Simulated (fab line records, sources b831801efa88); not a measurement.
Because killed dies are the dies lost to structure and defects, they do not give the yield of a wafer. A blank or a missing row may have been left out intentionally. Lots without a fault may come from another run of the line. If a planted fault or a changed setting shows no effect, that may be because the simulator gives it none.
fab line records	flow sky130
[record] lots = 24	wafers = 72	lastDay = 50
route steps=708 shown METAL1@438 VIA1@459 METAL3@565
lots with no fault: from the same line, run without faults
startH: hours from the record's opening day to when the first of the lot's shown wafers began	waitH: hours since the lot's step before	" as in the row above	L1.1+2: a row that stands for several wafers	- either no value or no given start	* or withheld: withheld	< > ~ a bound
route shown NAME@n: a module of which the file shows steps, and the number in the route of the first	usual: average and standard deviation across the fault-free wafers	same: alike in all rows	chamber/n: place in a boat	sites: each site's reading	_std_site: the standard deviation of these	_edge_site: inner sites' mean taken away from outer sites' mean	radiusMm: how far each site lies from the wafer's centre	mask NAME#n: copy n	behind: the last tool/chamber to shape the wafer	hold: why the lot went on hold/how many hours it stayed there/how the hold came to an end	device: transistor that didn't switch, given as n, p or np	end of line: tests run on the same wafers once the route is complete	step lacking rows: just its recipe	killed: the dies lost at the first sort to structure and to defects; this is not the yield of the wafer	map: a wafer's dies, x killed, . not, _ none there
set.NAME: the setting the step ran with; set.NAME@STEP: the setting that earlier step ran with	model.NAME: the simulator's own value behind a step, which no gauge read
the route's steps for a sample of lots (tables are steps, rows are wafers)
services: the hour from which a tool's chamber was out of use, counted from the record's first day as startH (under 0 if before that day), plus the number of hours and why
[[steps]]
[step SKY_METAL1_SPUTTER_04]
[recipe] material = TiN	targetThkNm = 70	powerW = 6500	timeS = 58.3	chamberPressurePa = 0.4
[usual] throttleValvePct = 30.2/1.1
lot.wafer	tool	chamber	startH	waitH	throttleValvePct
L074.1	pvdSputter-02	-	723.80	0.0	29.9
L074.4	"	-	"	"	29.6
L074.5	"	-	"	"	30.0
L075.4	pvdSputter-02	-	726.63	0.0	31.3
L075.5	"	-	"	"	29.9
L075.6	"	-	"	"	28.0
L076.2	pvdSputter-01	-	739.94	0.0	31.0
L076.4	"	-	"	"	31.0
L076.6	"	-	"	"	31.0
L077.2	pvdSputter-02	-	747.27	0.0	29.8
L077.3	"	-	"	"	28.1
L077.4	"	-	"	"	29.4
L078.1	pvdSputter-01	-	754.18	0.0	31.4
L078.2	"	-	"	"	31.0
L078.6	"	-	"	"	30.8
L079.1	pvdSputter-03	-	773.12	0.0	31.1
L079.3	"	-	"	"	29.0
L079.6	"	-	"	"	31.0
L080.1	pvdSputter-02	-	781.06	0.0	30.3
L080.3	"	-	"	"	29.8
L080.4	"	-	"	"	31.5
L081.2	pvdSputter-01	-	782.45	0.0	30.9
L081.3	"	-	"	"	31.1
L081.6	"	-	"	"	31.1
L082.1	pvdSputter-02	-	796.04	0.0	29.6
L082.2	"	-	"	"	31.4
L082.3	"	-	"	"	29.9
L083.1	pvdSputter-01	-	798.68	0.0	30.0
L083.3	"	-	"	"	31.1
L083.6	"	-	"	"	29.7
L084.1	pvdSputter-01	-	813.47	0.0	30.0
L084.3	"	-	"	"	31.0
L084.6	"	-	"	"	29.9
L086.2	pvdSputter-02	-	820.68	0.0	29.8
L086.3	"	-	"	"	31.3
L086.5	"	-	"	"	31.3
L085.1	pvdSputter-03	-	824.85	0.0	28.7
L085.5	"	-	"	"	29.6
L085.6	"	-	"	"	32.2
L087.1	pvdSputter-02	-	833.47	0.0	31.3
L087.4	"	-	"	"	29.9
L087.6	"	-	"	"	29.9
L088.4	pvdSputter-01	-	844.37	0.0	31.0
L088.5	"	-	"	"	30.9
L088.6	"	-	"	"	31.0
L089.1	pvdSputter-03	-	847.16	0.0	29.6
L089.3	"	-	"	"	31.8
L089.6	"	-	"	"	29.4
L090.1	pvdSputter-02	-	854.38	0.0	31.1
L090.2	"	-	"	"	29.6
L090.5	"	-	"	"	29.8
L091.1	pvdSputter-03	-	860.32	0.0	32.0
L091.3	"	-	"	"	29.6
L091.6	"	-	"	"	28.9
L092.2	pvdSputter-02	-	869.58	0.0	31.5
L092.4	"	-	"	"	29.9
L092.6	"	-	"	"	28.3
L093.2	pvdSputter-02	-	916.92	0.0	30.0
L093.4	"	-	"	"	28.1
L093.6	"	-	"	"	31.3
L097.1	pvdSputter-01	-	917.44	0.0	31.0
L097.5	"	-	"	"	29.7
L097.6	"	-	"	"	30.8
L094.2	pvdSputter-01	-	919.56	0.0	31.0
L094.3	"	-	"	"	29.8
L094.4	"	-	"	"	30.6
L096.1	pvdSputter-01	-	920.80	0.0	31.1
L096.2	"	-	"	"	31.1
L096.5	"	-	"	"	29.9
L095.1	pvdSputter-01	-	923.09	0.0	30.3
L095.3	"	-	"	"	31.5
L095.5	"	-	"	"	31.0
[step SKY_METAL1_RS_MEAS_05]
[recipe] thkMeasGauge = four-point-probe	reads = TiN_of_METAL1_SPUTTER_04+Ti_of_METAL1_SPUTTER_03+AlCu_of_METAL1_SPUTTER_02+TiN_of_METAL1_SPUTTER_01+Ti_of_METAL1_SPUTTER_00
[usual] METAL1_ALCU_RS = 0.1265/0.0017
lot.wafer	tool	chamber	startH	waitH	METAL1_ALCU_RS[ohm/sq]
L074.1	filmMetro-04	-	723.85	0.0	0.1273
L074.4	"	-	"	"	0.1268
L074.5	"	-	"	"	0.1269
L075.4	filmMetro-04	-	726.74	0.1	0.1265
L075.5	"	-	"	"	0.1279
L075.6	"	-	"	"	0.1262
L076.2	filmMetro-03	-	740.01	0.0	0.1257
L076.4	"	-	"	"	0.1247
L076.6	"	-	"	"	0.1253
L077.2	filmMetro-01	-	747.34	0.0	0.1295
L077.3	"	-	"	"	0.1296
L077.4	"	-	"	"	0.1308
L078.1	filmMetro-01	-	754.23	0.0	0.1236
L078.2	"	-	"	"	0.1242
L078.6	"	-	"	"	0.1237
L079.1	filmMetro-04	-	773.17	0.0	0.1281
L079.3	"	-	"	"	0.1264
L079.6	"	-	"	"	0.1279
L080.1	filmMetro-01	-	781.11	0.0	0.1269
L080.3	"	-	"	"	0.1288
L080.4	"	-	"	"	0.1274
L081.2	filmMetro-01	-	782.52	0.0	0.1233
L081.3	"	-	"	"	0.1234
L081.6	"	-	"	"	0.1234
L082.1	filmMetro-01	-	796.10	0.0	0.1269
L082.2	"	-	"	"	0.1277
L082.3	"	-	"	"	0.1299
L083.1	filmMetro-04	-	798.73	0.0	0.1266
L083.3	"	-	"	"	0.1245
L083.6	"	-	"	"	0.1269
L084.1	filmMetro-01	-	813.52	0.0	0.1282
L084.3	"	-	"	"	0.1259
L084.6	"	-	"	"	0.1287
L086.2	filmMetro-03	-	820.75	0.0	0.1294
L086.3	"	-	"	"	0.1278
L086.5	"	-	"	"	0.1285
L085.1	filmMetro-04	-	824.90	0.0	0.1266
L085.5	"	-	"	"	0.1257
L085.6	"	-	"	"	0.1276
L087.1	filmMetro-03	-	833.52	0.0	0.1248
L087.4	"	-	"	"	0.1266
L087.6	"	-	"	"	0.1254
L088.4	filmMetro-01	-	844.48	0.1	0.1242
L088.5	"	-	"	"	0.1254
L088.6	"	-	"	"	0.1249
L089.1	filmMetro-04	-	847.21	0.0	0.1258
L089.3	"	-	"	"	0.1259
L089.6	"	-	"	"	0.1254
L090.1	filmMetro-04	-	854.43	0.0	0.1275
L090.2	"	-	"	"	0.1291
L090.5	"	-	"	"	0.1268
L091.1	filmMetro-03	-	860.37	0.0	0.1254
L091.3	"	-	"	"	0.1249
L091.6	"	-	"	"	0.1251
L092.2	filmMetro-03	-	869.65	0.0	0.1278
L092.4	"	-	"	"	0.1276
L092.6	"	-	"	"	0.1264
L093.2	filmMetro-03	-	916.98	0.0	0.1283
L093.4	"	-	"	"	0.1278
L093.6	"	-	"	"	0.1275
L097.1	filmMetro-01	-	917.49	0.0	0.1248
L097.5	"	-	"	"	0.1270
L097.6	"	-	"	"	0.1232
L094.2	filmMetro-01	-	919.63	0.0	0.1271
L094.3	"	-	"	"	0.1281
L094.4	"	-	"	"	0.1252
L096.1	filmMetro-04	-	920.85	0.0	0.1252
L096.2	"	-	"	"	0.1237
L096.5	"	-	"	"	0.1268
L095.1	filmMetro-03	-	923.14	0.0	0.1263
L095.3	"	-	"	"	0.1258
L095.5	"	-	"	"	0.1241
[step SKY_VIA1_THK_MEAS_01]
[recipe] reads = SiO2_of_VIA1_HDPCVD_00
[usual] VIA1_HDPCVD_THK = 1036/11
lot.wafer	tool	chamber	startH	waitH	VIA1_HDPCVD_THK[nm]
L074.1	filmMetro-01	-	752.16	0.1	1022
L074.4	"	-	"	"	1016
L074.5	"	-	"	"	1030
L075.4	filmMetro-02	-	755.50	0.0	1036
L075.5	"	-	"	"	1037
L075.6	"	-	"	"	1037
L076.2	filmMetro-01	-	768.64	0.1	1030
L076.4	"	-	"	"	1035
L076.6	"	-	"	"	1023
L077.2	filmMetro-01	-	776.48	0.1	1026
L077.3	"	-	"	"	1025
L077.4	"	-	"	"	1022
L078.1	filmMetro-01	-	782.02	0.1	1038
L078.2	"	-	"	"	1027
L078.6	"	-	"	"	1035
L079.1	filmMetro-04	-	801.34	0.1	1012
L079.3	"	-	"	"	1043
L079.6	"	-	"	"	1030
L080.1	filmMetro-02	-	808.31	0.1	1030
L080.3	"	-	"	"	1044
L080.4	"	-	"	"	1047
L081.2	filmMetro-02	-	810.48	0.1	1047
L081.3	"	-	"	"	1058
L081.6	"	-	"	"	1055
L082.1	filmMetro-04	-	823.78	0.1	1025
L082.2	"	-	"	"	1038
L082.3	"	-	"	"	1026
L083.1	filmMetro-01	-	826.77	0.1	1055
L083.3	"	-	"	"	1046
L083.6	"	-	"	"	1039
L084.1	filmMetro-01	-	841.59	0.1	1037
L084.3	"	-	"	"	1043
L084.6	"	-	"	"	1039
L086.2	filmMetro-02	-	849.18	0.1	1046
L086.3	"	-	"	"	1049
L086.5	"	-	"	"	1041
L085.1	filmMetro-02	-	851.89	0.1	1059
L085.5	"	-	"	"	1055
L085.6	"	-	"	"	1046
L087.1	filmMetro-02	-	861.10	0.1	1039
L087.4	"	-	"	"	1055
L087.6	"	-	"	"	1040
L088.4	filmMetro-02	-	872.54	0.0	1056
L088.5	"	-	"	"	1037
L088.6	"	-	"	"	1045
L089.1	filmMetro-04	-	874.36	0.1	1028
L089.3	"	-	"	"	1036
L089.6	"	-	"	"	1036
L090.1	filmMetro-01	-	881.63	0.1	1033
L090.2	"	-	"	"	1024
L090.5	"	-	"	"	1035
L091.1	filmMetro-01	-	886.65	0.1	1044
L091.3	"	-	"	"	1043
L091.6	"	-	"	"	1022
L092.2	filmMetro-04	-	895.99	0.1	1027
L092.4	"	-	"	"	1042
L092.6	"	-	"	"	1026
L093.2	filmMetro-04	-	944.13	0.1	1054
L093.4	"	-	"	"	1037
L093.6	"	-	"	"	1031
L097.1	filmMetro-01	-	944.21	0.1	1031
L097.5	"	-	"	"	1033
L097.6	"	-	"	"	1023
L094.2	filmMetro-01	-	946.13	0.1	1020
L094.3	"	-	"	"	1035
L094.4	"	-	"	"	1024
L096.1	filmMetro-04	-	947.01	0.1	1045
L096.2	"	-	"	"	1042
L096.5	"	-	"	"	1035
L095.1	filmMetro-02	-	949.22	0.1	1013
L095.3	"	-	"	"	1024
L095.5	"	-	"	"	1023
[step SKY_VIA1_ETCH_15]
[recipe] target = SiO2	chemistry = C4F8/O2/Ar	targetDepthNm = 351	stopOn = TiN	maskMaterial = KrF-thick	sourceW = 1500	biasW = 1200	pressureMtorr = 40	c4f8FlowSccm = withheld	O2_flow_sccm = 6	Ar_flow_sccm = 300	timeS = 54
[usual] oesProductAu = 0.982/0.0061
lot.wafer	tool	chamber	startH	waitH	oesProductAu	rfHoursCounterH
L074.1	rieDiel-01	3	779.81	0.0	0.975	4
L074.4	"	0	"	"	0.981	-
L074.5	"	3	"	"	0.974	-
L075.4	rieDiel-01	3	782.88	0.0	0.980	-
L075.5	"	2	"	"	0.992	-
L075.6	"	0	"	"	0.976	-
L076.2	rieDiel-04	1	795.54	0.0	0.974	10
L076.4	"	0	"	"	0.978	2
L076.6	"	1	"	"	0.983	-
L077.2	rieDiel-01	0	802.36	0.0	0.994	2
L077.3	"	3	"	"	0.972	5
L077.4	"	3	"	"	0.973	-
L078.1	rieDiel-01	1	809.06	0.0	0.985	1
L078.2	"	0	"	"	0.994	2
L078.6	"	1	"	"	0.975	-
L079.1	rieDiel-01	2	828.49	0.0	0.996	0
L079.3	"	3	"	"	0.976	6
L079.6	"	3	"	"	0.987	-
L080.1	rieDiel-04	2	835.71	0.0	0.977	4
L080.3	"	1	"	"	0.980	10
L080.4	"	3	"	"	0.981	9
L081.2	rieDiel-02	0	837.33	0.0	0.978	22
L081.3	"	1	"	"	0.983	4
L081.6	"	0	"	"	0.985	-
L082.1	rieDiel-01	1	850.98	0.0	0.982	2
L082.2	"	0	"	"	0.990	3
L082.3	"	2	"	"	0.985	1
L083.1	rieDiel-04	3	854.46	0.0	0.981	9
L083.3	"	2	"	"	0.976	4
L083.6	"	2	"	"	0.986	-
L084.1	rieDiel-02	0	869.21	0.0	0.979	23
L084.3	"	2	"	"	0.991	16
L084.6	"	1	"	"	0.983	-
L086.2	rieDiel-01	1	875.98	0.0	0.980	3
L086.3	"	2	"	"	0.988	2
L086.5	"	0	"	"	0.984	-
L085.1	rieDiel-01	0	878.26	0.0	0.980	4
L085.5	"	1	"	"	0.976	-
L085.6	"	0	"	"	0.984	-
L087.1	rieDiel-01	1	886.46	0.0	0.977	3
L087.4	"	3	"	"	0.980	8
L087.6	"	0	"	"	0.984	-
L088.4	rieDiel-02	0	897.96	0.0	0.980	24
L088.5	"	1	"	"	0.977	-
L088.6	"	0	"	"	0.987	-
L089.1	rieDiel-01	1	899.56	0.0	0.980	4
L089.3	"	0	"	"	0.985	4
L089.6	"	1	"	"	0.982	-
L090.1	rieDiel-04	3	907.96	0.0	0.979	10
L090.2	"	1	"	"	0.989	12
L090.5	"	2	"	"	0.980	-
L091.1	rieDiel-02	2	913.89	0.0	0.972	18
L091.3	"	1	"	"	0.978	7
L091.6	"	1	"	"	0.983	-
L092.2	rieDiel-01	2	921.78	0.0	0.994	4
L092.4	"	1	"	"	0.982	5
L092.6	"	0	"	"	0.975	-
L093.2	rieDiel-04	1	968.98	0.0	0.978	14
L093.4	"	3	"	"	0.973	12
L093.6	"	3	"	"	0.979	-
L097.1	rieDiel-04	0	969.33	0.0	0.982	7
L097.5	"	1	"	"	0.983	-
L097.6	"	0	"	"	0.978	-
L094.2	rieDiel-02	2	971.44	0.0	0.984	20
L094.3	"	0	"	"	0.977	0
L094.4	"	3	"	"	0.988	5
L096.1	rieDiel-04	3	972.09	0.0	0.983	12
L096.2	"	0	"	"	0.970	7
L096.5	"	0	"	"	0.987	-
L095.1	rieDiel-01	3	974.48	0.0	0.977	9
L095.3	"	0	"	"	0.980	7
L095.5	"	2	"	"	0.992	-
[step SKY_VIA1_CVD_21]
[recipe] material = W	targetThkNm = 270	timeS = 80.902	tempC = 400	pressureTorr = 40
[usual] heaterPowerW = 834/100
lot.wafer	tool	chamber	startH	waitH	heaterPowerW
L074.1	cvdW-01	0	780.52	0.0	896
L074.4	"	1	"	"	960
L074.5	"	1	"	"	962
L075.4	cvdW-01	0	783.60	0.1	898
L075.5	"	0	"	"	899
L075.6	"	1	"	"	989
L076.2	cvdW-01	1	796.27	0.0	991
L076.4	"	0	"	"	926
L076.6	"	0	"	"	920
L077.2	cvdW-01	0	803.09	0.1	922
L077.3	"	0	"	"	908
L077.4	"	0	"	"	935
L078.1	cvdW-02	1	809.79	0.0	712
L078.2	"	0	"	"	761
L078.6	"	0	"	"	764
L079.1	cvdW-02	1	829.25	0.0	714
L079.3	"	1	"	"	727
L079.6	"	1	"	"	680
L080.1	cvdW-02	0	836.44	0.0	763
L080.3	"	1	"	"	701
L080.4	"	0	"	"	775
L081.2	cvdW-02	0	838.06	0.0	778
L081.3	"	0	"	"	774
L081.6	"	1	"	"	714
L082.1	cvdW-01	1	851.69	0.0	973
L082.2	"	0	"	"	914
L082.3	"	0	"	"	925
L083.1	cvdW-01	1	855.16	0.0	956
L083.3	"	1	"	"	986
L083.6	"	1	"	"	968
L084.1	cvdW-02	0	869.95	0.0	763
L084.3	"	1	"	"	714
L084.6	"	0	"	"	766
L086.2	cvdW-02	1	876.67	0.0	711
L086.3	"	0	"	"	762
L086.5	"	0	"	"	762
L085.1	cvdW-01	0	878.96	0.0	927
L085.5	"	0	"	"	931
L085.6	"	1	"	"	982
L087.1	cvdW-02	1	887.17	0.0	701
L087.4	"	0	"	"	781
L087.6	"	1	"	"	702
L088.4	cvdW-01	1	898.73	0.1	1012
L088.5	"	0	"	"	889
L088.6	"	1	"	"	983
L089.1	cvdW-01	0	900.29	0.0	907
L089.3	"	0	"	"	905
L089.6	"	0	"	"	897
L090.1	cvdW-02	0	908.69	0.0	777
L090.2	"	1	"	"	716
L090.5	"	1	"	"	690
L091.1	cvdW-02	0	914.59	0.0	773
L091.3	"	1	"	"	722
L091.6	"	0	"	"	771
L092.2	cvdW-02	1	922.48	0.0	716
L092.4	"	0	"	"	802
L092.6	"	0	"	"	784
L093.2	cvdW-02	1	969.69	0.0	704
L093.4	"	1	"	"	725
L093.6	"	1	"	"	721
L097.1	cvdW-02	1	970.03	0.0	710
L097.5	"	0	"	"	762
L097.6	"	1	"	"	708
L094.2	cvdW-01	0	972.14	0.0	875
L094.3	"	0	"	"	869
L094.4	"	1	"	"	884
L096.1	cvdW-01	1	972.79	0.0	886
L096.2	"	0	"	"	878
L096.5	"	0	"	"	861
L095.1	cvdW-01	0	975.18	0.0	880
L095.3	"	0	"	"	866
L095.5	"	1	"	"	895
[step SKY_METAL3_DESCUM_15]
[recipe] chemistry = O2	sourcePowerW = 150	biasPowerW = 0	pressureMtorr = 10	tempC = 40	timeS = 8
[usual] drypumpMotorCurrentA = 5.9/0.43	oesProductAu = 1.000/0.011	tempC = 40.02/0.11
lot.wafer	tool	chamber	startH	waitH	drypumpMotorCurrentA	oesProductAu	rfHoursCounterH	tempC
L074.1	rieMetal-02	1	890.49	0.0	5.8	0.996	12	39.92
L074.4	"	1	"	"	5.8	0.989	-	39.75
L074.5	"	0	"	"	6.5	1.017	-	39.87
L075.4	rieMetal-02	1	893.34	0.0	5.8	0.998	-	40.05
L075.5	"	1	"	"	5.7	0.998	-	39.97
L075.6	"	0	"	"	6.5	1.008	-	40.04
L076.2	rieMetal-02	1	903.48	0.0	5.8	0.999	13	40.01
L076.4	"	0	"	"	6.5	1.006	-	40.00
L076.6	"	1	"	"	5.8	0.987	-	40.19
L077.2	rieMetal-02	0	912.08	0.0	6.5	1.005	12	40.17
L077.3	"	1	"	"	5.8	0.990	-	40.24
L077.4	"	0	"	"	6.5	1.004	-	39.98
L078.1	rieMetal-03	1	917.41	0.0	6.2	1.009	14	40.01
L078.2	"	0	"	"	5.1	0.992	6	40.02
L078.6	"	1	"	"	6.2	1.016	-	40.06
L079.1	rieMetal-03	1	938.62	0.0	6.2	1.009	14	40.12
L079.3	"	0	"	"	5.1	0.986	-	39.83
L079.6	"	0	"	"	5.1	0.986	-	40.07
L080.1	rieMetal-02	1	943.27	0.0	5.8	0.990	15	40.02
L080.3	"	1	"	"	5.8	0.994	-	40.01
L080.4	"	0	"	"	6.5	1.016	-	40.30
L081.2	rieMetal-03	0	944.39	0.0	5.1	0.990	7	39.85
L081.3	"	1	"	"	6.1	1.021	-	40.07
L081.6	"	1	"	"	6.2	1.016	-	40.14
L082.1	rieMetal-01	0	955.92	0.0	6.1	1.017	16	40.12
L082.2	"	1	"	"	5.5	0.992	17	39.98
L082.3	"	1	"	"	5.5	1.001	-	39.91
L083.1	rieMetal-02	0	962.07	0.0	6.5	1.007	15	39.96
L083.3	"	0	"	"	6.5	1.009	-	40.02
L083.6	"	1	"	"	5.8	0.985	-	39.89
L084.1	rieMetal-02	0	975.38	0.0	6.5	1.005	15	40.22
L084.3	"	0	"	"	6.4	1.006	-	40.19
L084.6	"	0	"	"	6.5	1.022	-	40.05
L086.2	rieMetal-02	1	979.73	0.0	5.8	0.997	16	40.00
L086.3	"	0	"	"	6.5	1.004	-	39.90
L086.5	"	1	"	"	5.8	0.995	-	40.02
L085.1	rieMetal-01	1	983.05	0.0	5.5	0.988	18	39.94
L085.5	"	0	"	"	6.1	1.014	-	40.01
L085.6	"	1	"	"	5.5	1.005	-	40.02
L087.1	rieMetal-03	0	992.23	0.0	5.1	0.996	10	39.97
L087.4	"	1	"	"	6.2	1.004	-	39.98
L087.6	"	0	"	"	5.1	0.993	-	40.16
L088.4	rieMetal-02	1	1001.36	0.0	5.8	0.995	-	40.03
L088.5	"	0	"	"	6.5	1.014	-	40.01
L088.6	"	1	"	"	5.8	0.984	-	40.16
L089.1	rieMetal-03	0	1003.15	0.0	5.1	0.990	11	40.02
L089.3	"	0	"	"	5.1	0.989	-	39.90
L089.6	"	0	"	"	5.1	0.998	-	40.14
L090.1	rieMetal-01	1	1011.92	0.0	5.5	0.993	20	39.85
L090.2	"	0	"	"	6.1	1.004	19	40.09
L090.5	"	0	"	"	6.1	1.008	-	40.00
L091.1	rieMetal-02	1	1015.33	0.0	5.8	1.001	18	40.19
L091.3	"	1	"	"	5.8	1.005	-	39.95
L091.6	"	0	"	"	6.4	1.015	-	39.99
L092.2	rieMetal-02	0	1023.40	0.0	6.5	1.013	18	40.10
L092.4	"	1	"	"	5.8	0.989	-	40.09
L092.6	"	0	"	"	6.5	1.006	-	40.05
L093.2	rieMetal-02	1	1065.97	0.0	5.8	1.005	20	40.02
L093.4	"	1	"	"	5.8	0.988	-	40.17
L093.6	"	1	"	"	5.8	1.010	-	40.02
L097.1	rieMetal-01	1	1066.62	0.0	5.5	0.990	24	40.08
L097.5	"	0	"	"	6.1	1.015	-	40.13
L097.6	"	1	"	"	5.5	0.974	-	39.93
L094.2	rieMetal-01	0	1067.34	0.0	6.1	0.998	22	40.16
L094.3	"	0	"	"	6.1	1.004	-	40.07
L094.4	"	1	"	"	5.5	0.973	-	40.08
L096.1	rieMetal-02	1	1068.64	0.0	5.8	0.998	21	40.10
L096.2	"	0	"	"	6.5	1.012	20	39.92
L096.5	"	1	"	"	5.8	0.997	-	40.18
L095.1	rieMetal-01	0	1070.25	0.0	6.1	0.998	23	39.84
L095.3	"	1	"	"	5.5	0.974	-	40.01
L095.5	"	0	"	"	6.1	1.005	-	39.92
[[services]]
tool	chamber	startH	hours	kind
cvdW-02	-	710.02	2.8	pm
cvdW-01	-	753.61	2.8	pm
rieDiel-01	-	763.25	1.8	repair
rieDiel-01	-	765.90	0.9	repair
cvdW-01	1	800.20	4.9	repair
pvdSputter-02	-	807.03	6.9	repair
rieDiel-01	0	831.11	1.8	repair
rieMetal-02	1	834.38	17.2	repair
cvdW-01	0	854.62	10.7	repair
rieDiel-01	3	870.69	12.8	repair
rieDiel-01	3	891.60	17.1	repair
cvdW-01	-	904.00	14.0	pm
pvdSputter-02	-	917.59	2.4	repair
rieDiel-01	3	923.49	5.1	repair
pvdSputter-01	-	932.81	21.8	repair
cvdW-02	-	933.90	1.6	repair
pvdSputter-01	-	939.83	9.2	repair
cvdW-01	-	968.79	2.7	repair
cvdW-02	0	995.53	1.3	repair
cvdW-02	0	998.34	15.6	repair
rieDiel-01	0	1001.44	8.8	repair
cvdW-01	1	1015.13	21.3	repair
pvdSputter-02	-	1020.58	1.4	repair
pvdSputter-01	-	1032.25	1.9	repair
[[key]]
fault none
